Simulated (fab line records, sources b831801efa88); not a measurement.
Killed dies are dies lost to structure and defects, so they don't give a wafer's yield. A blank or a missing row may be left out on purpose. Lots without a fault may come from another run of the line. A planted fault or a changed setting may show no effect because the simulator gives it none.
Chamber matching | flow sky130 | SKY_CONTACT_ETCH_16 on rie_diel-02: 4 sister chambers
The step etches BARC in N2/H2, stops on SiO2, time 45.9 s, target depth 60 nm. 17 wafers are shown with their chamber, then 8 later ones without.

WAFERS WITH THEIR CHAMBER
wafer  | chamber | throttle_valve_pct (%) | oes_product_au (a.u.)
L502.1 | 0       | 13.229                 | 0.848
L502.3 | 2       | 13.237                 | 0.850
L502.5 | 0       | 13.215                 | 0.854
L503.2 | 0       | 13.231                 | 0.857
L503.4 | 2       | 13.210                 | 0.856
L503.5 | 1       | 13.222                 | 0.856
L505.2 | 0       | 13.226                 | 0.853
L505.3 | 2       | 13.220                 | 0.849
L505.4 | 2       | 13.219                 | 0.862
L506.2 | 1       | 13.218                 | 0.847
L506.3 | 0       | 13.234                 | 0.856
L506.5 | 1       | 13.218                 | 0.852
L509.2 | 1       | 13.218                 | 0.854
L509.3 | 2       | 13.232                 | 0.854
L509.4 | 3       | 13.219                 | 0.851
L507.3 | 1       | 13.215                 | 0.855
L507.5 | 1       | 13.226                 | 0.854

SIGNATURES (means of the wafers above)
reading            | chamber 0 | chamber 1 | chamber 2 | chamber 3 | scatter within a chamber
throttle_valve_pct | 13.22700  | 13.21950  | 13.22360  | 13.21900  | 0.00764
oes_product_au     | 0.85360   | 0.85300   | 0.85420   | 0.85100   | 0.00402
Rule: a wafer's distance from a chamber is the root of the sum, over the readings, of the square of ((its reading less the chamber's mean) divided by the reading's scatter). The wafer belongs to the nearest chamber; if the next one is less than 2 further off, it can't be placed. The scatter: the root of (the sum of the squares of (reading less its chamber's mean) over the shown wafers, divided by (wafers less chambers)).

WAFERS WITHOUT THEIR CHAMBER
wafer  | throttle_valve_pct (%) | oes_product_au (a.u.)
L507.6 | 13.221                 | 0.851
L520.2 | 13.219                 | 0.872
L521.2 | 13.234                 | 0.852
L521.3 | 13.213                 | 0.859
L521.4 | 13.229                 | 0.863
L523.1 | 13.227                 | 0.847
L523.5 | 13.238                 | 0.857
L523.6 | 13.208                 | 0.852

WHICH CHAMBER EACH WENT THROUGH
wafer  | from the rows above               | in truth
L507.6 | can't be placed: 3 or 1 or 2 or 0 | 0
L520.2 | can't be placed: 2 or 0 or 1 or 3 | 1
L521.2 | can't be placed: 0 or 2 or 1 or 3 | 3
L521.3 | can't be placed: 1 or 2 or 3 or 0 | 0
L521.4 | can't be placed: 2 or 0 or 1 or 3 | 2
L523.1 | can't be placed: 3 or 0 or 1 or 2 | 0
L523.5 | can't be placed: 0 or 2 or 1 or 3 | 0
L523.6 | can't be placed: 3 or 1 or 2 or 0 | 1
Placed correctly: 0 of 8. Can't be placed from these rows: 8 (the true chamber is among the candidates in 8). Placed wrongly: 0.
